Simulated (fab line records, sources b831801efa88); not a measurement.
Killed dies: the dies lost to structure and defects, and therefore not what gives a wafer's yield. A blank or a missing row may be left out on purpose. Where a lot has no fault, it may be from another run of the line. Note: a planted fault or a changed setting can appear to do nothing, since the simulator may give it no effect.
Which of the tools did it? + flow gf180mcu + Sampling: 11 lots, 33 wafers, 4 of 602 route steps

WHAT THE GAUGES READ, wafer by wafer
GF_M1_CD_MEAS_14: target cd 230 nm.
| lot  | measured     | on        | cd nm (nm)                          |
|------|--------------|-----------|-------------------------------------|
| L924 | day 17 17:52 | cd sem-01 | 229.3 229.2 229.6                   |
| L929 | day 19 17:46 | cd sem-01 | 231.1 230.5 230.5                   |
| L932 | day 21 05:23 | cd sem-02 | 240.3 240.7 241.3 240.8 240.2 241.1 |
| L934 | day 21 16:25 | cd sem-01 | 240.0 239.4 239.6 239.8 238.7 239.5 |
| L936 | day 22 05:22 | cd sem-01 | 230.4 230.6 229.5                   |
| L938 | day 23 01:10 | cd sem-02 | 228.8 229.6 228.2                   |
| L941 | day 23 19:44 | cd sem-01 | 228.3 228.0 226.9                   |
| L942 | day 24 09:52 | cd sem-02 | 227.8 227.8 229.6                   |
| L943 | day 24 10:33 | cd sem-01 | 230.3 230.8 230.1                   |
| L944 | day 24 21:13 | cd sem-02 | 229.3 229.8 228.9                   |
| L945 | day 25 04:32 | cd sem-02 | 229.9 230.5 230.2                   |

WHAT TOOL EACH LOT RAN ON (gives the tool, then ch and the chambers of the sampled wafers, and finally the start)
| lot  | GF_CONTACT_SPUTTER_23        | GF_M1_SPUTTER_03             | GF_M1_COAT_09                     |
|------|------------------------------|------------------------------|-----------------------------------|
| L924 | pvd sputter-04, day 16 17:53 | pvd sputter-01, day 16 18:53 | litho track-02 ch 0, day 17 06:17 |
| L929 | pvd sputter-01, day 18 16:46 | pvd sputter-02, day 18 17:33 | litho track-01 ch 0, day 19 05:35 |
| L932 | pvd sputter-03, day 20 04:26 | pvd sputter-04, day 20 05:13 | litho track-02 ch 0, day 20 17:05 |
| L934 | pvd sputter-03, day 20 16:17 | pvd sputter-02, day 20 17:04 | litho track-02 ch 0, day 21 04:47 |
| L936 | pvd sputter-04, day 21 05:07 | pvd sputter-04, day 21 05:54 | litho track-04 ch 0, day 21 17:27 |
| L938 | pvd sputter-03, day 22 00:47 | pvd sputter-02, day 22 01:34 | litho track-04 ch 0, day 22 13:21 |
| L941 | pvd sputter-01, day 22 20:32 | pvd sputter-02, day 22 21:19 | litho track-02 ch 0, day 23 08:42 |
| L942 | pvd sputter-03, day 23 11:19 | pvd sputter-02, day 23 12:06 | litho track-02 ch 0, day 23 22:26 |
| L943 | pvd sputter-01, day 23 11:40 | pvd sputter-01, day 23 12:26 | litho track-01 ch 0, day 23 22:48 |
| L944 | pvd sputter-03, day 23 22:04 | pvd sputter-01, day 23 22:51 | litho track-04 ch 0, day 24 10:21 |
| L945 | pvd sputter-01, day 24 05:31 | pvd sputter-04, day 24 06:18 | litho track-04 ch 0, day 24 17:48 |
- GF_CONTACT_SPUTTER_23: material TiN, target thk 10 nm, time 40 s.
- GF_M1_SPUTTER_03: material Ti, target thk 10 nm, time 6.7 s.
- GF_M1_COAT_09: resist thk 1000 nm.

AS READ BY THE TOOLS THEMSELVES (means over the sampled wafers that have a number; for cases with no such wafer, the mark the record gives instead)
GF_CONTACT_SPUTTER_23.
| lot  | tool           | throttle valve pct (%) |
|------|----------------|------------------------|
| L924 | pvd sputter-04 | 30.2                   |
| L929 | pvd sputter-01 | 29.9                   |
| L932 | pvd sputter-03 | 30.6                   |
| L934 | pvd sputter-03 | 30.5                   |
| L936 | pvd sputter-04 | 31.1                   |
| L938 | pvd sputter-03 | 30.5                   |
| L941 | pvd sputter-01 | 29.3                   |
| L942 | pvd sputter-03 | 29.7                   |
| L943 | pvd sputter-01 | 30.4                   |
| L944 | pvd sputter-03 | 31.2                   |
| L945 | pvd sputter-01 | 29.9                   |

GF_M1_SPUTTER_03.
| lot  | tool           | throttle valve pct (%) |
|------|----------------|------------------------|
| L924 | pvd sputter-01 | 29.4                   |
| L929 | pvd sputter-02 | 29.9                   |
| L932 | pvd sputter-04 | 30.6                   |
| L934 | pvd sputter-02 | 28.6                   |
| L936 | pvd sputter-04 | 30.6                   |
| L938 | pvd sputter-02 | 30.0                   |
| L941 | pvd sputter-02 | 29.3                   |
| L942 | pvd sputter-02 | 30.0                   |
| L943 | pvd sputter-01 | 30.2                   |
| L944 | pvd sputter-01 | 29.2                   |
| L945 | pvd sputter-04 | 30.5                   |

GF_M1_COAT_09.
| lot  | tool           | exhaust pa (Pa) |
|------|----------------|-----------------|
| L924 | litho track-02 | 45.6            |
| L929 | litho track-01 | 45.4            |
| L932 | litho track-02 | 45.8            |
| L934 | litho track-02 | 44.7            |
| L936 | litho track-04 | 46.2            |
| L938 | litho track-04 | 44.9            |
| L941 | litho track-02 | 45.0            |
| L942 | litho track-02 | 44.9            |
| L943 | litho track-01 | 45.0            |
| L944 | litho track-04 | 45.1            |
| L945 | litho track-04 | 44.7            |

THE ANSWER, worked out from the rows above alone
Rule: what is usual is taken from the lots themselves. Put in order of their means at a reading, lots are off if they are a third of the lots or fewer, leave a main group of 4 or more, and stand apart from it by a gap of 3 or more times the standard deviation of the main group's means; of several such gaps the widest counts. Not used: any main group whose means are identical at the precision the tables above print for the reading. A lot without any number at a reading at which 4 lots or more have one is off too. The other lots that the step has rows for count as sound. First the gauges in route order, then the tools' own readings, where a lot's mean is used as printed above. At the first step where some lot is off, the reading lying furthest off is the one used; lots without a number count as furthest.
Off: L932, L934 (GF_M1_CD_MEAS_14, cd nm). The main group: mean 229.5 nm, standard deviation 0.94.
A tool fits if, at a process step before that reading, it ran every lot that is off, and no sound lot after the first of them. The gauges at GF_M1_CD_MEAS_14 are tried like those tools. Not one of the candidates tried fits.

WHAT THE SIMULATOR HAD INSERTED
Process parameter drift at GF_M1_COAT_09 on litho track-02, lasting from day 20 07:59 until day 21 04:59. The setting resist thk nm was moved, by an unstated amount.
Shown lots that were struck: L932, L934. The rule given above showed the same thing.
